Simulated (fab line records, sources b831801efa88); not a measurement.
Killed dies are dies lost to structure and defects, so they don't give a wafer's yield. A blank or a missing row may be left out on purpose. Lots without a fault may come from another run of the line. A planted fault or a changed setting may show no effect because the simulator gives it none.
Chamber matching | flow sky130 | SKY_VIA2_ETCH_15 on rie_diel-04: 4 sister chambers
The step etches SiO2 in C4F8/O2/Ar, stops on TiN, target depth 546 nm, time 84 s. 4 wafers are shown with their chamber, then 7 later ones without.

WAFERS WITH THEIR CHAMBER
wafer  | chamber | oes_product_au (a.u.)
L573.2 | 3       | 0.939
L576.2 | 0       | 0.943
L576.6 | 1       | 0.940
L577.5 | 2       | 0.935

WAFERS WITHOUT THEIR CHAMBER
wafer  | oes_product_au (a.u.)
L577.6 | 0.934
L592.1 | 0.935
L592.2 | 0.936
L592.5 | 0.941
L593.4 | 0.941
L593.5 | 0.944
L593.6 | 0.944

WHICH CHAMBER EACH WENT THROUGH
wafer  | from the rows above          | in truth
L577.6 | 2                            | 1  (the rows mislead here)
L592.1 | 2                            | 2
L592.2 | 2                            | 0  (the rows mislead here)
L592.5 | can't be placed: 1 or 0 or 3 | 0
L593.4 | can't be placed: 1 or 0 or 3 | 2
L593.5 | 0                            | 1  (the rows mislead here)
L593.6 | 0                            | 0
Placed correctly: 2 of 7. Can't be placed from these rows: 2 (the true chamber is among the candidates in 1). Placed wrongly: 3.
How it was worked out, from the rows above alone: a wafer's distance from a chamber is the root of the sum, over the readings, of the square of ((its reading less the chamber's mean) divided by the reading's scatter). The wafer belongs to the nearest chamber; if the next one is less than 2 further off, it can't be placed. A chamber's mean is the mean of its shown wafers. The scatter: with one shown wafer a chamber, the root of the mean of the squares of how far each hidden wafer lies from its nearest shown one.
